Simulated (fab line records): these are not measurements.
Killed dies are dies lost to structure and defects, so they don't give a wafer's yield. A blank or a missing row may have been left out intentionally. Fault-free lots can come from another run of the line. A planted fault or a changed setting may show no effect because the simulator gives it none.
Struck lot and sound lot, side by side || flow gf180mcu || 15 steps out of a route of 602
Sound: wafers L267.1, L267.4, L267.5. Wafers L280.1, L280.2, L280.5 were the ones struck. Last of all comes the cause.
At each step with rows: each side's tool, then ch and its chambers, then its first start. Under that, the readings that differ: sound wafers || struck wafers || difference of the means || sigmas: that difference in standard deviations of wafers without a fault.
alike: a reading whose means differ by less than 2 such deviations, as well as words and numbers matching on both sides. not compared: withheld readings; readings where some wafer has no value; bounds like >300 that might hide an equal value; numbers whose values overlap and for which the record gives no deviation.
The two part at a step that has a row with sigmas, a row that says differs or no value, or rows on one side only. When numbers do not overlap yet have no deviation, they are printed without sigmas and do not part them. A reading that every wafer of one side lacks parts them only if that side has two wafers or more.

first, 4 steps without rows for these wafers: GF_VT_IMPLANT_SOFTBAKE_03 (time 60 s); GF_VT_IMPLANT_EXPOSE_04 (exposes mask LVPWELL LV AREA, target cd 600 nm); GF_VT_IMPLANT_PEB_05; GF_VT_IMPLANT_DEVELOP_06 (develop time 60 s).
GF_VT_IMPLANT_OVL_MEAS_07:
  sound on overlay-01, day 6 13:35; struck on overlay-01, day 9 22:53
{"reading": "VT_IMPLANT_OVL (nm)", "sound": "-0.9 0.5 -0.9", "struck": "-4.2 -3.3 -2.7", "difference": -3.0, "sigmas": -2}
then, 1 step without rows for these wafers: GF_VT_IMPLANT_IMPLANT_08.
GF_VT_IMPLANT_STRIP_09: strips in O2/N2.
  sound on plasma asher-01 ch 0,1, day 6 13:47; struck on plasma asher-03 ch 0,1, day 9 23:04
  alike: drypump motor current A, heater power w, oes product au, strip time to endpoint s
  not compared: rf hours counter h
GF_VT_IMPLANT_TW_MEAS_10:
  sound on film metro-01, day 6 13:53; struck on film metro-03, day 9 23:10
{"reading": "VT_IMPLANT_TW", "sound": "554 556 555", "struck": "575 577 576", "difference": "+21", "sigmas": "+2"}
then, 4 steps without rows for these wafers: GF_VT_IMPLANT_DEHYDRATE_11 (time 60 s); GF_VT_IMPLANT_HMDS_12 (prime time 60 s); GF_VT_IMPLANT_COAT_13 (resist thk 1000 nm); GF_VT_IMPLANT_SOFTBAKE_14 (time 60 s).
GF_VT_IMPLANT_EXPOSE_15: exposes mask Nwell LV AREA, target cd 860 nm.
  sound on iline stepper-02 ch 0, day 6 21:32; struck on iline stepper-01 ch 0, day 10 07:34
{"reading": "exposure dose mJ cm2", "sound": "139.81 139.91 140.01", "struck": "151.13 151.10 151.12", "difference": "+11.21", "sigmas": "+80"}
  alike: mask
then, 1 step without rows for these wafers: GF_VT_IMPLANT_PEB_16.
GF_PASSIVATION_PROBE_99:
  the record holds rows for the sound wafers here (prober-02, day 30 06:05) but none for the struck ones

WHERE THEY PART
Earliest at GF_VT_IMPLANT_OVL_MEAS_07; latest, in this record, at GF_PASSIVATION_PROBE_99.

WHY: whatever the simulator had introduced
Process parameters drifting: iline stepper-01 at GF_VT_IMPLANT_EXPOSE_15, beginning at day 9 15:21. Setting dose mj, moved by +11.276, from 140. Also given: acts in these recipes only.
